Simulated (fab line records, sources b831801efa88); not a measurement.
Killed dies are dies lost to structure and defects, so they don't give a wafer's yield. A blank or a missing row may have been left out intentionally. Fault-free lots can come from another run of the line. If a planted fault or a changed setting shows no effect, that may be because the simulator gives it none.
What tool caused it?    flow gf180mcu    13 lots with 37 wafers sampled at 4 steps, on a route of 602 steps

== WHAT THE GAUGES READ, wafer by wafer ==
GF_HV_LDD_TW_MEAS_38.
lot   measured      on             HV_LDD_3_TW
L916  day 11 16:38  film metro-01  1423 1426
L917  day 11 22:55  film metro-03  1426 1428 1428
L919  day 12 11:28  film metro-03  1420 1412 1425
L920  day 12 22:13  film metro-02  1448 1445 1450
L921  day 13 04:22  film metro-03  1422 1424 1426
L922  day 13 13:55  film metro-03  1376 1381 1381
L923  day 14 03:34  film metro-01  1426 1423 1416
L924  day 14 03:17  film metro-02  1406 1413 1409
L932  day 16 14:13  film metro-03  1435 1426 1432
L933  day 17 02:14  film metro-03  1430 1429 1435
L935  day 17 17:49  film metro-02  1461 1446 1453
L938  day 18 19:11  film metro-02  1441 1447
L939  day 19 00:03  film metro-03  1437 1432 1432

GF_HV_LDD_OVL_MEAS_47.
lot   measured      on          HV_LDD_03_OVL (nm)
L916  day 12 11:44  overlay-02  2.2 1.1
L917  day 12 17:48  overlay-02  2.1 5.5 1.1
L919  day 13 07:27  overlay-01  1.5 1.0 0.3
L920  day 13 17:50  overlay-02  0.1 0.1 1.8
L921  day 14 00:42  overlay-02  0.9 1.1 3.2
L922  day 14 10:51  overlay-01  -0.1 0.7 1.0
L923  day 15 00:56  overlay-02  1.1 1.3 0.7
L924  day 15 00:17  overlay-01  0.8 0.1 3.3
L932  day 17 12:39  overlay-02  1.6 1.0 -1.8
L933  day 18 00:11  overlay-01  2.6 3.5 2.6
L935  day 18 17:31  overlay-01  3.6 4.1 2.5
L938  day 19 18:36  overlay-01  -1.3 -0.1
L939  day 20 00:34  overlay-02  0.9 -1.6 0.9

== EACH LOT AND THE TOOL THAT RAN IT (in order: tool; ch and the chambers of the sampled wafers; start) ==
lot   GF_NWELL_STRIP_10                    GF_HV_LDD_IMPLANT_35
L916  plasma asher-04 ch 0,1, day 3 07:37  implanter-02 ch 0, day 11 16:14
L917  plasma asher-04 ch 0,1, day 3 13:47  implanter-02 ch 0, day 11 22:32
L919  plasma asher-04 ch 0,1, day 3 23:31  implanter-01 ch 0, day 12 11:05
L920  plasma asher-02 ch 0,1, day 4 06:42  implanter-03 ch 0, day 12 21:49
L921  plasma asher-02 ch 0,1, day 4 11:31  implanter-03 ch 0, day 13 03:58
L922  plasma asher-02 ch 0,1, day 4 18:09  implanter-03 ch 0, day 13 13:31
L923  plasma asher-04 ch 0,1, day 4 21:51  implanter-02 ch 0, day 14 03:10
L924  plasma asher-04 ch 0,1, day 5 02:22  implanter-03 ch 0, day 14 02:55
L932  plasma asher-04 ch 0,1, day 6 23:07  implanter-02 ch 0, day 16 13:50
L933  plasma asher-04 ch 0,1, day 7 04:21  implanter-02 ch 0, day 17 01:50
L935  plasma asher-02 ch 0,1, day 7 16:22  implanter-02 ch 0, day 17 17:25
L938  plasma asher-03 ch 0,1, day 8 06:15  implanter-02 ch 0, day 18 18:50
L939  plasma asher-02 ch 0,1, day 8 12:35  implanter-02 ch 0, day 18 23:41
- GF_NWELL_STRIP_10: strips in O2/N2.
- GF_HV_LDD_IMPLANT_35

== AS READ BY THE TOOLS THEMSELVES (means over the sampled wafers that have a number; for cases with no such wafer, the mark the record gives instead) ==
GF_NWELL_STRIP_10.
lot   tool             chamber pressure mTorr (mTorr)  drypump motor current A (A)  heater power w (W)  oes product au (a.u.)  strip time to endpoint s (s)
L916  plasma asher-04  1500.8                          5.4                          302                 0.725                  37.03
L917  plasma asher-04  1499.2                          5.4                          297                 0.724                  36.86
L919  plasma asher-04  1499.2                          5.4                          299                 0.727                  37.20
L920  plasma asher-02  1499.9                          5.9                          346                 0.724                  36.88
L921  plasma asher-02  1499.8                          6.0                          358                 0.723                  36.85
L922  plasma asher-02  1499.6                          6.1                          360                 0.721                  36.92
L923  plasma asher-04  1499.2                          5.4                          301                 0.725                  36.93
L924  plasma asher-04  1500.8                          5.4                          300                 0.723                  36.92
L932  plasma asher-04  1501.2                          5.4                          310                 0.725                  37.07
L933  plasma asher-04  1501.4                          5.4                          295                 0.720                  36.98
L935  plasma asher-02  1500.7                          6.1                          356                 0.727                  36.98
L938  plasma asher-03  1500.5                          5.7                          350                 0.720                  36.85
L939  plasma asher-02  1499.7                          6.1                          354                 0.724                  36.85

GF_HV_LDD_IMPLANT_35.
lot   tool          beam on s (s)  dose ions cm2  faraday current uA
L916  implanter-02  10.29          7.5e+12        41.1
L917  implanter-02  9.92           7.5e+12        42.7
L919  implanter-01  10.01          7.5e+12        42.3
L920  implanter-03  10.06          7.5e+12        42.0
L921  implanter-03  9.98           7.5e+12        42.4
L922  implanter-03  10.04          4.7e+12        26.2
L923  implanter-02  9.98           7.5e+12        42.3
L924  implanter-03  10.00          4.7e+12        26.3
L932  implanter-02  10.15          7.5e+12        41.8
L933  implanter-02  9.99           7.5e+12        42.4
L935  implanter-02  10.01          7.5e+12        42.3
L938  implanter-02  9.95           7.5e+12        42.4
L939  implanter-02  9.90           7.5e+12        42.5

== THE ANSWER, worked out from the rows above alone ==
Rule: what is usual is taken from the lots themselves. The widest of any qualifying gaps counts: lots, ordered by their means at a reading, are off when they make up no more than a third of the lots, leave a main group of 4 or more, and stand apart from it by 3 or more times the standard deviation of that group's means. The tables above print the reading to a certain number of digits; a main group whose means all agree to those digits is not used. A lot without any number at a reading at which 4 lots or more have one is off too. Where the step has rows for the other lots, those lots are counted as sound. The gauges are gone through in route order, then the tools' own readings, and for those a lot's mean is taken as printed above. The first step at which some lot is off is used, and at that step the reading that is off furthest; a lot without a number counts as furthest.
Off: L922, L924, at GF_HV_LDD_IMPLANT_35 (faraday current uA). The main group: mean 42.2, standard deviation 0.42.
If a tool, at that step or one of the process steps before it, ran each lot that is off and ran no sound lot following the first of them, it fits. One fits: GF_HV_LDD_IMPLANT_35 on implanter-03. A fault onset in the window from L921 (day 13 03:58, its last sound lot) to L922 (day 13 13:31, its first lot off) fits.
The tool's own readings at GF_HV_LDD_IMPLANT_35 bear it out: on the lots that are off they differ by more than 5 times the standard deviation of the sound lots' means. dose ions cm2 reads 4.7e+12 there against 7.5e+12 on the sound lots; faraday current uA reads 26.2 there against 42.2 on the sound lots.

== WHAT THE SIMULATOR HAD PUT IN ==
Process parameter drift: implanter-03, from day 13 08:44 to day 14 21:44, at GF_HV_LDD_IMPLANT_35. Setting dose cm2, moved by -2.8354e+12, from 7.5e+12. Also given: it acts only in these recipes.
Lots struck among those shown: L922, L924. The rule given above showed the same thing.
